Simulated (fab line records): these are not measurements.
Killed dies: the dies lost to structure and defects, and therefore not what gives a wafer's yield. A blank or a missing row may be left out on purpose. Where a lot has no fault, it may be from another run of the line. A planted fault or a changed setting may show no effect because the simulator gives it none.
A lot that was struck, set against a sound lot / flow sfq line / 14 out of 325 route steps
Sound: these wafers, L724.2, L724.4, L724.6. Struck: wafer L729.4 (left out: L729.2, L729.6 of the same lot, which were not struck); the cause appears at the end.
Per side, at each step with rows, come the tool, then ch with its chambers, and then its first start. Under that, the readings that differ: sound wafers / struck wafers / difference of the means / sigmas: that difference in standard deviations of wafers without a fault.
alike: readings with means less than 2 such deviations apart, plus words and numbers identical on both sides. not compared: withheld readings, readings lacking a value on some wafer, bounds such as >300 that could conceal the same value, and numbers that have no deviation in the record and whose values overlap.
Wherever a step has rows on one side only, a row that says differs or no value, or a row with sigmas, the two part there. Numbers that don't overlap but have no deviation are shown without sigmas and don't part them. A reading missing from all wafers of one side parts the sides only when that side holds two or more wafers.

SFQ_TRILAYER_R5_ETCH_METAL_ETCH_139: etches the open film in Cl2, stops on SiO2, target depth 60 nm, time 40 s.
  sound on rie metal-03 ch 0,1, day 59 19:42; struck on rie metal-01 ch 1, day 67 20:31
  alike: drypump motor current A, oes product au, rf fwd power W
  not compared: rf hours counter h
SFQ_TRILAYER_R5_STRIP_STRIP_140: strips in O2.
  sound on rie metal-03 ch 0,1, day 59 19:45; struck on rie metal-01 ch 1, day 67 20:35
  alike: drypump motor current A, oes product au
  not compared: rf hours counter h
then, 1 step without rows for these wafers: SFQ_TRILAYER_R5_STRIP_SOLV_CLEAN_141 (cleans in NMP, time 600 s).
SFQ_TRILAYER_A5C_DEP_PECVD_142: deposits SiO2 from SiH4/N2O, time 15.556 s, target thk 70 nm.
  sound on pecvd-01 ch 1,2, day 59 20:32; struck on pecvd-04 ch 1, day 67 21:21
reading=throttle valve pct (%); sound=26.1 26.2 24.0; struck=22.4; difference=-3.0; sigmas=-2
  alike: chamber pressure Torr, heater power w
then, 6 steps without rows for these wafers: SFQ_TRILAYER_I5_LITHO_COAT_149 (resist thk 62 nm); SFQ_TRILAYER_I5_LITHO_COAT_144 (resist thk 650 nm); SFQ_TRILAYER_I5_LITHO_SOFTBAKE_148; SFQ_TRILAYER_I5_LITHO_EXPOSE_145 (exposes mask I5, target cd 700 nm); SFQ_TRILAYER_I5_LITHO_PEB_147 (peb time 60 s); SFQ_TRILAYER_I5_LITHO_DEVELOP_146 (time 60 s).
SFQ_I5_OVL_MEAS_936:
  struck on overlay-01, day 68 15:00; sound on overlay-01, day 59 23:38
  alike: I5_OVL
SFQ_TRILAYER_I5_BARC_OPEN_VIA_ETCH_200: etches BARC in O2, target depth 125 nm, time 41.7 s.
  sound on rie diel-02 ch 0,2, day 59 23:40; struck on rie diel-03 ch 0, day 68 15:02
reading=rf fwd power W (W); sound=497.7 496.0 489.9; struck=489.6; difference=-4.9; sigmas=-2
  alike: drypump motor current A, oes product au
  not compared: rf hours counter h
SFQ_TRILAYER_I5_ETCH_VIA_ETCH_147: etches the open film in CHF3, stops on Nb, target depth 360 nm.
  sound on rie diel-02 ch 0,2, day 59 23:43; struck on rie diel-03 ch 0, day 68 15:04
reading=rf fwd power W (W); sound=496.5 496.2 499.8; struck=577.1; difference=+79.6; sigmas=+53
  alike: drypump motor current A, oes product au
SFQ_TRILAYER_I5_STRIP_STRIP_148: strips in O2.
  sound on rie metal-03 ch 0,1, day 59 23:52; struck on rie metal-03 ch 0, day 68 15:13
  alike: drypump motor current A, oes product au
  not compared: rf hours counter h

== WHERE THEY PART ==
At SFQ_TRILAYER_A5C_DEP_PECVD_142 first; at SFQ_TRILAYER_I5_ETCH_VIA_ETCH_147 last (within this record only). Later steps at which nothing parts them and some readings are alike: SFQ_TRILAYER_I5_STRIP_STRIP_148.

WHY: what had been put in by the simulator
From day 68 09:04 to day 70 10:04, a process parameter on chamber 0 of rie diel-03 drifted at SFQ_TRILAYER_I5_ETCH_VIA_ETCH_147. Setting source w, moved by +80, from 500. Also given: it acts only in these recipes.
